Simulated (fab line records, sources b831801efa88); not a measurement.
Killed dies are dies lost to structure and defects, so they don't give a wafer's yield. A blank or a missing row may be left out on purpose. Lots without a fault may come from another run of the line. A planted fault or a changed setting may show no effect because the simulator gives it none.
fab line records | flow sky130 | part 2 of 2: steps 43 to 43 of 43
record lots=6 wafers=18 last_day=49
route steps=708 shown VIA3@589 METAL4@598 CAP2M@603 PAD_OPEN@708
lots that met no fault: from a run of the same line without faults
start_h: hours from the record's first day to the start of the lot's first wafer shown | wait_h: hours since the lot's step before | " the same as in the row above | L1.1+2: a row that stands for several wafers | - no value, or no start given | * or withheld: withheld | < > ~ a bound
route shown NAME@n: a module of which the file shows steps, and the number in the route of the first | usual: mean/standard deviation of fault-free wafers | same: alike in all rows | chamber/n: place in a boat | sites: the reading at each site | _std_site: their standard deviation | _edge_site: outer sites' mean less inner sites' | radius_mm: how far each site lies from the wafer's centre | mask NAME#n: copy n | behind: the tool/chamber that last shaped the wafer | hold: why the lot was held/for how many hours/how that ended | device: the transistor (n, p or np) that didn't switch | end of line: the same wafers' tests at the end of the route | a step without rows: its recipe alone | killed: dies lost to structure and defects at the first sort, not the wafer's yield | map: a wafer's dies, x killed, . not, _ none there
set.NAME: the setting as run; set.NAME@STEP: as run at that earlier step | model.NAME: the simulator's own value behind a step, which no gauge read
lots at some steps of the route; a table a step, a row a wafer
services: from which hour (start_h, from the record's first day; less than 0 if before it) a tool's chamber was out of use, for how many hours, and why
## steps
# step SKY_PAD_OPEN_PROBE_99
# usual defect_limited_yield=82.6/1.8 killed_at_M0_to_M3=43/6.6 killed_at_M4_up=3.4/1.8 killed_at_contacts=24/4.9 killed_at_front_end=15/4.1 killed_at_other=0.3/0.55 killed_dies=85/8.8 killed_on_rim=17/3.7 killed_open=46/6.1 killed_short=39/5.7 sort_bin_3_pad_short=0.9/0.41 sort_bin_5_function=10.1/1.5 sort_bin_6_memory=6.4/1 sort_n_pass=407/8.8 sort_yield_pct=82.6/1.8
# same gross_dies=492 killed_at_back_side=0 sort_bin_4_leakage[%]=0 sort_bin_8_speed[%]=0
# columns lot.wafer tool chamber start_h wait_h defect_limited_yield[%] killed_at_M0_to_M3 killed_at_M4_up killed_at_contacts killed_at_front_end killed_at_other killed_dies killed_on_rim killed_open killed_short sort_bin_3_pad_short[%] sort_bin_5_function[%] sort_bin_6_memory[%] sort_n_pass sort_yield_pct[%] model.etest.tester.sort_n_pass model.etest.tester.sort_yield_pct model.etest.tester.sort_bin_5_pct model.etest.tester.sort_bin_3_pct
L374.4 prober-01 - 1095.73 0.2 84.6 43 2 20 11 0 76 13 47 29 0.6 9.1 5.7 416 84.6 416 84.55 9.146 0.6098
L374.5 prober-01 - 1095.78 0.2 84.1 30 2 25 21 0 78 14 47 31 0.2 10.0 5.7 414 84.1 414 84.15 9.959 0.2033
L374.6 prober-01 - 1095.83 0.2 82.1 46 0 20 22 0 88 18 42 45 1.4 10.2 6.3 404 82.1 404 82.11 10.16 1.423
L378.1 prober-01 - 1121.72 0.1 81.5 46 4 27 13 1 91 19 49 39 0.6 11.4 6.5 401 81.5 401 81.5 11.38 0.6098
L378.2 prober-01 - 1121.77 0.1 81.3 47 2 30 13 0 92 21 45 45 1.0 10.4 7.3 400 81.3 400 81.3 10.37 1.016
L378.5 prober-01 - 1121.92 0.2 82.9 48 1 27 8 0 84 16 41 43 1.0 9.8 6.3 408 82.9 408 82.93 9.756 1.016
L380.2 prober-01 - 1131.55 0.1 83.7 37 4 20 19 0 80 13 50 30 1.0 10.6 4.7 412 83.7 412 83.74 10.57 1.016
L380.5 prober-01 - 1131.70 0.2 83.5 37 4 26 14 0 81 15 42 39 0.8 9.6 6.1 411 83.5 411 83.54 9.553 0.813
L380.6 prober-01 - 1131.75 0.2 82.5 38 6 24 17 1 86 20 45 41 0.6 11.0 5.9 406 82.5 406 82.52 10.98 0.6098
L384.1 prober-01 - 1151.88 0.1 79.5 55 3 20 23 0 101 14 56 45 1.2 13.0 6.3 391 79.5 391 79.47 13.01 1.22
L384.3 prober-01 - 1151.98 0.2 80.5 46 4 22 22 2 96 23 45 50 0.8 11.2 7.5 396 80.5 396 80.49 11.18 0.813
L384.4 prober-01 - 1152.03 0.2 82.7 48 3 18 15 1 85 15 36 48 0.2 10.6 6.5 407 82.7 407 82.72 10.57 0.2033
L389.1 prober-02 - 1182.01 0.1 75.0 46 32 23 22 0 123 29 58 35 1.2 15.4 8.3 369 75.0 369 75 15.45 1.22
L389.3 prober-02 - 1182.11 0.2 76.8 36 42 26 10 0 114 10 40 33 1.6 16.7 4.9 378 76.8 378 76.83 16.67 1.626
L389.4 prober-02 - 1182.16 0.2 74.4 48 37 27 14 0 126 19 48 41 3.0 14.8 7.7 366 74.4 366 74.39 14.84 3.049
L390.2 prober-01 - 1183.56 0.1 75.6 51 32 18 19 0 120 29 46 47 3.3 15.2 5.9 372 75.6 372 75.61 15.24 3.252
L390.5 prober-01 - 1183.71 0.2 77.4 46 26 26 13 0 111 26 50 36 1.2 15.0 6.3 381 77.4 381 77.44 15.04 1.22
L390.6 prober-01 - 1183.76 0.2 73.6 46 52 22 10 0 130 24 41 43 1.6 17.3 7.5 362 73.6 362 73.58 17.28 1.626
# killed by level:class
L374.4 VIA1:geometric_particle:open=11 CONTACT:geometric_particle:open=8 VIA2:geometric_particle:open=8 LI_CONTACT:geometric_particle:open=6 METAL1:geometric_particle:short=5 VIA3:geometric_particle:open=5 VIA1:geometric_particle:short=4 VIA2:geometric_particle:short=4
L374.5 CONTACT:geometric_particle:open=9 FIELD_ISO:geometric_particle:open=7 LI_CONTACT:geometric_particle:open=6 POLY_GATE:geometric_particle:open=4 METAL1:geometric_particle:short=4 VIA2:geometric_particle:short=4 VIA2:geometric_particle:open=4 FIELD_ISO:geometric_particle:short=3
L374.6 VIA1:geometric_particle:open=9 VIA2:geometric_particle:short=8 LI_CONTACT:geometric_particle:open=7 VIA3:geometric_particle:open=7 VIA1:geometric_particle:short=6 POLY_GATE:geometric_particle:short=5 POLY_CUT:geometric_particle:short=4 LOCAL_INTERCONNECT:geometric_particle:short=4
L378.1 CONTACT:geometric_particle:open=9 LI_CONTACT:geometric_particle:open=8 VIA1:geometric_particle:open=8 VIA1:geometric_particle:short=7 VIA2:geometric_particle:open=7 LOCAL_INTERCONNECT:geometric_particle:short=6 METAL1:geometric_particle:short=6 METAL2:geometric_particle:open=4
L378.2 VIA1:geometric_particle:open=14 LI_CONTACT:geometric_particle:open=8 CONTACT:geometric_particle:short=8 CONTACT:geometric_particle:open=8 VIA2:geometric_particle:open=7 METAL1:geometric_particle:short=5 VIA1:geometric_particle:short=5 VIA3:geometric_particle:open=5
L378.5 CONTACT:geometric_particle:open=12 METAL2:geometric_particle:short=7 VIA1:geometric_particle:open=7 VIA1:geometric_particle:short=6 LI_CONTACT:geometric_particle:open=6 VIA3:geometric_particle:open=6 METAL1:geometric_particle:short=6 LOCAL_INTERCONNECT:geometric_particle:short=5
L380.2 VIA1:geometric_particle:open=14 CONTACT:geometric_particle:open=10 POLY_GATE:geometric_particle:open=5 LOCAL_INTERCONNECT:geometric_particle:short=5 VIA3:geometric_particle:open=5 FIELD_ISO:geometric_particle:short=4 LI_CONTACT:geometric_particle:open=4 VIA1:geometric_particle:short=4
L380.5 CONTACT:geometric_particle:open=9 VIA3:geometric_particle:open=7 FIELD_ISO:geometric_particle:short=6 METAL1:geometric_particle:short=6 VIA2:geometric_particle:open=6 VIA1:geometric_particle:open=5 POLY_GATE:geometric_particle:open=4 LI_CONTACT:geometric_particle:open=4
L380.6 VIA1:geometric_particle:open=10 METAL1:geometric_particle:short=8 CONTACT:geometric_particle:open=8 VIA3:geometric_particle:open=6 POLY_GATE:geometric_particle:open=5 POLY_GATE:geometric_particle:short=5 LOCAL_INTERCONNECT:geometric_particle:short=5 CONTACT:geometric_particle:short=5
L384.1 VIA1:geometric_particle:open=11 METAL2:geometric_particle:short=10 LI_CONTACT:geometric_particle:open=9 VIA3:geometric_particle:open=8 POLY_GATE:geometric_particle:open=7 VIA2:geometric_particle:open=7 FIELD_ISO:geometric_particle:open=6 SPACER:geometric_particle:short=5
L384.3 VIA1:geometric_particle:open=9 METAL1:geometric_particle:short=7 FIELD_ISO:geometric_particle:open=5 LOCAL_INTERCONNECT:geometric_particle:short=5 VIA1:geometric_particle:short=5 VIA3:geometric_particle:short=5 VIA3:geometric_particle:open=5 FIELD_ISO:geometric_particle:short=4
L384.4 METAL1:geometric_particle:short=10 METAL2:geometric_particle:short=8 VIA2:geometric_particle:open=8 VIA1:geometric_particle:short=7 CONTACT:geometric_particle:open=6 LOCAL_INTERCONNECT:geometric_particle:short=5 VIA1:geometric_particle:open=5 POLY_GATE:geometric_particle:open=4
L389.1 METAL4:unspecified=29 CONTACT:geometric_particle:open=10 VIA2:geometric_particle:open=8 VIA3:geometric_particle:open=8 LI_CONTACT:geometric_particle:open=6 METAL1:geometric_particle:short=6 VIA1:geometric_particle:open=6 POLY_GATE:geometric_particle:open=5
L389.3 METAL4:unspecified=40 VIA1:geometric_particle:open=14 CONTACT:geometric_particle:open=8 LOCAL_INTERCONNECT:geometric_particle:short=5 VIA1:geometric_particle:short=4 POLY_GATE:geometric_particle:short=4 LI_CONTACT:geometric_particle:short=4 METAL1:geometric_particle:short=4
L389.4 METAL4:unspecified=36 CONTACT:geometric_particle:open=13 METAL1:geometric_particle:short=8 VIA1:geometric_particle:open=7 VIA2:geometric_particle:short=7 LOCAL_INTERCONNECT:geometric_particle:short=5 METAL1:geometric_particle:open=5 VIA1:geometric_particle:short=5
L390.2 METAL4:unspecified=27 VIA1:geometric_particle:open=11 METAL1:geometric_particle:short=8 CONTACT:geometric_particle:open=8 VIA3:geometric_particle:open=7 VIA1:geometric_particle:short=7 POLY_GATE:geometric_particle:short=6 METAL2:geometric_particle:short=5
L390.5 METAL4:unspecified=25 VIA1:geometric_particle:open=10 VIA3:geometric_particle:open=9 CONTACT:geometric_particle:open=9 VIA2:geometric_particle:open=8 LI_CONTACT:geometric_particle:open=6 CONTACT:geometric_particle:short=6 FIELD_ISO:geometric_particle:short=3
L390.6 METAL4:unspecified=46 VIA1:geometric_particle:open=11 VIA2:geometric_particle:open=8 CONTACT:geometric_particle:short=7 METAL1:geometric_particle:short=7 CONTACT:geometric_particle:open=6 METAL2:geometric_particle:short=5 VIA3:geometric_particle:open=5
# map L389.4 (x killed, . not)
__________.xxxxxxxx._________
________...xxxxxxx.xxx_______
______...x.xxxxxxxxx...._____
_____......xxxxxx..x.x...____
____..xxx.xx..xxx...x.....___
___...x..x..xxx.x.....x..xx__
__.........................._
_......x.xxx............x....
_xx.x....x...x.x.xx..x..xx..x
_....x....x...........x..x...
_...x..x...x.....x..xx.....x.
_..xx.x........x....x......x.
_.x..xxx..x..................
_..x.......x.....x...x.x.x..x
_........................x...
__..x...xx.........x........_
___....xx............xx...x__
____......xxx..x..........___
_____...x...xx....xx.....____
______..x.x...x.x....x.._____
________......x.x....._______
__________.........._________
# map L390.6 (x killed, . not)
__________xx........_________
________xxx.........x._______
______.xx..............._____
_____x............x....x.____
____.x...x..............x.___
___.x.xxxx.x............x..__
__x...xx..x...x.........x..._
_....xx.x...x..x......x....xx
_....xx.....xxx.......x......
_..x...xx.xx...xx............
_x........xxx.x..x.....x.....
_.....xxxxxxxx...x...........
_..x..x.xxxx.x.x......x......
_....x.xxxxxxx....x...x......
_..x..xxxxxxxxx.......x......
__x.x.xxxxxxxxx.x..........._
___...xxxxxxx.x............__
____x..x..xx...........x..___
_____x...x.x..x....x....x____
______........x........._____
________......x......x_______
__________......x.x._________
## services
# columns tool chamber start_h hours kind
plasma_asher-03 - 935.23 17.4 pm
plasma_asher-04 - 938.03 1.4 repair
cmp-01 - 945.36 1.8 repair
cvd_w-01 - 962.05 0.2 repair
cvd_w-01 - 974.82 1.2 repair
cmp-02 - 982.01 14.5 pm
plasma_asher-03 - 988.46 0.7 repair
cmp-01 - 994.02 3.9 repair
pvd_sputter-02 - 1002.10 4.2 repair
cmp-02 - 1005.25 2.3 repair
cmp-02 - 1009.93 3.9 pm
cvd_w-01 - 1010.96 0.6 repair
cvd_w-02 - 1024.26 6.0 pm
cmp-01 - 1026.63 5.9 repair
plasma_asher-04 - 1045.38 0.8 repair
cmp-01 - 1047.98 2.3 repair
cmp-02 - 1048.48 0.8 repair
cvd_w-02 0 1052.73 4.5 repair
cmp-02 - 1053.92 5.8 pm
plasma_asher-04 - 1056.93 0.5 repair
cvd_w-01 - 1058.50 6.9 pm
cmp-01 - 1059.84 5.9 pm
plasma_asher-04 - 1068.40 0.5 repair
plasma_asher-04 - 1071.91 2.8 pm
## key
first_sign step=SKY_PAD_OPEN_PROBE_99 reading=killed_at_M4_up direction=up sigmas=18 usual=3.4 struck=36.8
effect step=SKY_PAD_OPEN_PROBE_99 reading=sort_n_pass direction=down sigmas=4 usual=407 struck=371
model_effect step=SKY_PAD_OPEN_PROBE_99 value=etest.tester.sort_n_pass without=400.5 struck=371.3
met_at SKY_METAL4_SPUTTER_03
struck_wafers L389.1,L389.3,L389.4,L390.2,L390.5,L390.6
onset_between 997.79 1057.81
also_fits time
fault kind=chamber_particle_source tool=pvd_sputter-02 chamber=- onset_h=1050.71 steps=SKY_METAL4_SPUTTER_03 rate_per_visit_cm2=0.43324 end_h=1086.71
